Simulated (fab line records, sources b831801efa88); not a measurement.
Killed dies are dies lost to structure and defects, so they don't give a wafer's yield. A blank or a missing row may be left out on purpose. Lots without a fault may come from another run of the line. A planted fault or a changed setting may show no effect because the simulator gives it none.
A struck lot beside a sound one | flow sky130 | 44 steps out of a route of 708
Sound: wafers L962.1, L962.2, L962.5. Struck: wafer L971.4. (L971.3, L971.5 of the same lot were not struck and are left out.) The cause comes at the end.
At each step with rows: each side's tool, then ch and its chambers, then its first start. Under that, the readings that differ: sound wafers | struck wafers | difference of the means | sigmas: that difference in standard deviations of wafers without a fault.
alike: readings whose means differ by less than 2 such deviations, and words and numbers that are the same on both sides. not compared: withheld readings, readings that some wafer has no value for, bounds like >300 that may hide the same value, and numbers for which the record gives no deviation and whose values overlap.
The two part at a step that has a row with sigmas, a row that says differs or no value, or rows on one side only. Numbers that don't overlap but have no deviation are shown without sigmas and don't part them. A reading that every wafer of one side lacks parts them only if that side has two wafers or more.

first, 3 steps without rows for these wafers: SKY_VIA1_STRIP_17 (strips in post etch residue remover, time 1200 s); SKY_VIA1_CLEAN_18 (cleans in IPA, time 180 s); SKY_VIA1_CLEAN_19 (cleans in O3/DIW).
SKY_VIA1_SPUTTER_20: material TiN, target thk 20 nm, time 80 s.
  sound on pvd_sputter-02, day 34 12:07; struck on pvd_sputter-02, day 37 08:19
  reading                | sound          | struck | difference | sigmas
  throttle_valve_pct (%) | 28.5 29.6 29.2 | 30.9   | +1.8       | +3
  alike: cathode_dc_power_W
then, 1 step without rows for these wafers: SKY_VIA1_CVD_21 (deposits W, target thk 270 nm, time 80.902 s).
SKY_VIA1_RS_MEAS_22: measures by four-point-probe.
  sound on film_metro-01, day 34 12:17; struck on film_metro-01, day 37 08:31
  alike: VIA1_W_RS
SKY_VIA1_THK_MEAS_23: measures by xrf.
  sound on film_metro-01, day 34 12:24; struck on film_metro-01, day 37 08:37
  alike: VIA1_W_THK
SKY_VIA1_CMP_24: polishes, stops on SiO2, t overpolish 15 s, target thk 0 nm.
  sound on cmp-02 ch 1,2,3, day 34 12:34; struck on cmp-02 ch 1, day 37 08:39
  alike: motor_current_A, overpolish_run_s, time_to_endpoint_s
SKY_METAL2_SPUTTER_00: material Ti, target thk 15 nm, time 10 s.
  sound on pvd_sputter-03, day 34 12:46; struck on pvd_sputter-03, day 37 08:57
  reading                | sound          | struck | difference | sigmas
  throttle_valve_pct (%) | 30.6 33.0 33.2 | 28.3   | -4.0       | -3
  alike: cathode_dc_power_W
SKY_METAL2_SPUTTER_01: material TiN, target thk 20 nm, time 16.7 s.
  sound on pvd_sputter-03, day 34 12:47; struck on pvd_sputter-03, day 37 08:58
  reading                | sound          | struck | difference | sigmas
  throttle_valve_pct (%) | 30.4 32.8 33.2 | 28.1   | -4.0       | -3
  alike: cathode_dc_power_W
then, 2 steps without rows for these wafers: SKY_METAL2_SPUTTER_02 (material AlCu, target thk 250 nm, time 12.93 s); SKY_METAL2_SPUTTER_03 (material Ti, target thk 5 nm, time 3.3 s).
SKY_METAL2_SPUTTER_04: material TiN, target thk 70 nm, time 58.3 s.
  sound on pvd_sputter-03, day 34 12:51; struck on pvd_sputter-03, day 37 09:02
  reading                                    | sound                | struck | difference | sigmas
  cathode_dc_power_W (W)                     | 6501.1 6500.6 6501.0 | 8153.3 | +1652.4    | +99 or more
  throttle_valve_pct (%)                     | 30.3 32.9 33.1       | 28.1   | -4.0       | -3
  model.TiN_of_METAL2_SPUTTER_04.thk_nm (nm) | 69.26 69.34 69.63    | 88.18  | +18.77     |
SKY_METAL2_RS_MEAS_05: measures by four-point-probe.
  sound on film_metro-03, day 34 12:53; struck on film_metro-04, day 37 09:08
  alike: METAL2_ALCU_RS
SKY_METAL2_THK_MEAS_06: measures by xrf.
  sound on film_metro-03, day 34 13:01; struck on film_metro-04, day 37 09:14
  reading              | sound       | struck | difference | sigmas
  METAL2_ALCU_THK (nm) | 240 241 241 | 229    | -12        | -4
then, 8 steps without rows for these wafers: SKY_METAL2_DEHYDRATE_07 (time 60 s); SKY_METAL2_HMDS_08 (prime time 60 s); SKY_METAL2_COAT_09 (resist thk 60 nm); SKY_METAL2_COAT_10 (resist thk 450 nm); SKY_METAL2_SOFTBAKE_11 (time 90 s); SKY_METAL2_EXPOSE_12 (exposes mask MM2, target cd 140 nm); SKY_METAL2_PEB_13; SKY_METAL2_DEVELOP_14 (develop time 60 s).
SKY_METAL2_CD_MEAS_15: target cd 140 nm.
  sound on cd_sem-02, day 35 15:09; struck on cd_sem-02, day 38 09:58
  alike: cd_nm
SKY_METAL2_OVL_MEAS_16:
  sound on overlay-01, day 35 15:16; struck on overlay-02, day 38 10:03
  alike: METAL2_OVL
SKY_METAL2_DESCUM_17: chemistry O2, time 8 s.
  sound on rie_metal-03 ch 0,1, day 35 15:19; struck on rie_metal-04 ch 0, day 38 10:05
  alike: chamber_pressure_mTorr, drypump_motor_current_A, oes_product_au
  not compared: rf_hours_counter_h
then, 7 steps without rows for these wafers: SKY_METAL2_ETCH_18 (etches BARC in N2/H2, stops on SiO2, time 45.9 s, target depth 60 nm); SKY_METAL2_METAL_ETCH_19 (etches the open film in Cl2/BCl3, stops on SiO2, target depth 360 nm, time 78 s); SKY_METAL2_STRIP_20 (strips in O2/N2); SKY_METAL2_STRIP_21 (strips in post etch residue remover, time 1200 s); SKY_METAL2_CLEAN_22 (cleans in IPA, time 180 s); SKY_METAL2_CLEAN_23 (cleans in O3/DIW); SKY_VIA2_HDPCVD_00 (deposits SiO2, target thk 1180 nm, time 192.2 s).
SKY_VIA2_THK_MEAS_01:
  sound on film_metro-02, day 35 16:13; struck on film_metro-01, day 38 11:01
  reading              | sound          | struck | difference | sigmas
  VIA2_HDPCVD_THK (nm) | 1155 1161 1163 | 1141   | -19        | -2
then, 1 step without rows for these wafers: SKY_VIA2_CMP_02 (polishes SiO2).
SKY_VIA2_BOW_MEAS_03:
  sound on film_metro-01, day 35 16:34; struck on film_metro-01, day 38 11:23
  reading       | sound    | struck | difference | sigmas
  VIA2_BOW (um) | 84 78 96 | 102    | +16        | +2
then, 6 steps without rows for these wafers: SKY_VIA2_DEHYDRATE_04 (time 60 s); SKY_VIA2_HMDS_05 (prime time 60 s); SKY_VIA2_COAT_06 (resist thk 60 nm); SKY_VIA2_COAT_07 (resist thk 450 nm); SKY_VIA2_SOFTBAKE_08 (time 90 s); SKY_VIA2_EXPOSE_09 (exposes mask VIM2, target cd 200 nm).
SKY_VIA2_ETCH_15: etches SiO2 in C4F8/O2/Ar, stops on TiN, target depth 546 nm, time 84 s.
  sound on rie_diel-04 ch 0,1,2, day 36 18:40; struck on rie_diel-04 ch 1, day 39 12:14
  reading                                    | sound             | struck | difference | sigmas
  model.TiN_of_METAL2_SPUTTER_04.thk_nm (nm) | 68.84 68.92 69.21 | 87.75  | +18.76     |
  alike: chamber_pressure_mTorr, oes_product_au
  not compared: rf_hours_counter_h
-- the record jumps here: 9 days lie between the struck wafers' starts before and after (it left off in module VIA2 and takes up again in module PAD_OPEN, whose first step shown is number 708 of the route) --
SKY_PAD_OPEN_PROBE_99:
  sound on prober-01, day 46 07:00; struck on prober-01, day 48 04:18
  reading                       | sound             | struck | difference | sigmas
  defect_limited_yield (%)      | 82.7 79.9 82.5    | 86.0   | +4.3       | +2
  killed_at_other               | 1 3 1             | 0      | -2         | -3
  killed_dies                   | 85 99 86          | 69     | -21        | -2
  sort_bin_6_memory (%)         | 6.9 7.5 7.1       | 3.7    | -3.5       | -3
  sort_n_pass                   | 407 393 406       | 423    | +21        | +2
  sort_yield_pct (%)            | 82.7 79.9 82.5    | 86.0   | +4.3       | +2
  model.etest.via2_chain.rc_ohm | 10.22 10.71 9.644 | 10.74  | +0.55      |
  alike: killed_at_M0_to_M3, killed_at_M4_up, killed_at_contacts, killed_at_front_end, killed_open, killed_short, sort_bin_3_pad_short, sort_bin_5_function

WHERE THEY PART
First at SKY_VIA1_SPUTTER_20; last, within this record, at SKY_PAD_OPEN_PROBE_99.

WHY: what the simulator had put in
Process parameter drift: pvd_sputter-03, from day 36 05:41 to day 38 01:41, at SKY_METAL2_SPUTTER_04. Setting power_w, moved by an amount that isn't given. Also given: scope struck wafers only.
